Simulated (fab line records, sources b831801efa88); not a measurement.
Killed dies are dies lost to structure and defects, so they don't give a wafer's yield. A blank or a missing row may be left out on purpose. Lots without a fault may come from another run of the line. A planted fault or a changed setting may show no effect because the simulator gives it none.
One fault seen from 2 desks | flow sfq_line | each desk has only its own numbers; what lay behind them comes last

THE TOOL OWNER'S DESK: pvd_sputter-06
The tool's own readings at SFQ_TRILAYER_M3_DEP_SPUTTER_073 (material Nb, target thk 200 nm, time 133.3 s): means of the sampled wafers that have a number, for each lot that ran on this tool. A lot is out of limits, marked OUT, if its mean lies more than 4 standard deviations from the usual mean; the brackets give that distance.
Columns: A = throttle_valve_pct at SFQ_TRILAYER_M3_DEP_SPUTTER_073, usual 29.8 %
lot  | first seen here | A
L815 | day 23 13:50    | 30.7
L824 | day 32 01:08    | 30.6
This desk's finding: nothing out of limits on any of the 2 lots.

THE METROLOGY DESK
What the gauges read, lot by lot, whatever tool the lot ran on: means of the sampled wafers that have a number. A lot is out of limits, marked OUT, if its mean lies more than 4 standard deviations from the usual mean; the brackets give that distance.
Columns: A = I2_OVL at SFQ_I2_OVL_MEAS_918, usual 1 nm; B = M3_NB_RS at SFQ_M3_RS_MEAS_919, usual 0.892 ohm/sq; C = M3_OVL at SFQ_M3_OVL_MEAS_921, usual 1 nm; D = I3_BOW at SFQ_I3_BOW_MEAS_922, usual 2 um; E = I3_OVL at SFQ_I3_OVL_MEAS_923, usual -2 nm; F = M8_BOW at SFQ_M8_BOW_MEAS_951, usual 5 um
lot  | first seen here | A  | B     | C | D   | E   | F
L815 | day 23 12:50    | 2  | 0.896 | 0 | -13 | 4   | -14
L816 | day 24 00:38    | 3  | 0.883 | 6 | 6   | -1  | 19
L824 | day 32 00:08    | -8 | 0.884 | 8 | 3   | -5  | 7
L832 | day 32 18:08    | 3  | 0.879 | 1 | 6   | -15 | 14
L835 | day 33 00:08    | 1  | 0.900 | 0 | 9   | -1  | 10
This desk's finding: nothing out of limits on any of the 5 lots.

PUT TOGETHER
The tool owner's desk saw nothing out of limits.
The metrology desk saw nothing out of limits.

WHAT THE SIMULATOR HAD PUT IN
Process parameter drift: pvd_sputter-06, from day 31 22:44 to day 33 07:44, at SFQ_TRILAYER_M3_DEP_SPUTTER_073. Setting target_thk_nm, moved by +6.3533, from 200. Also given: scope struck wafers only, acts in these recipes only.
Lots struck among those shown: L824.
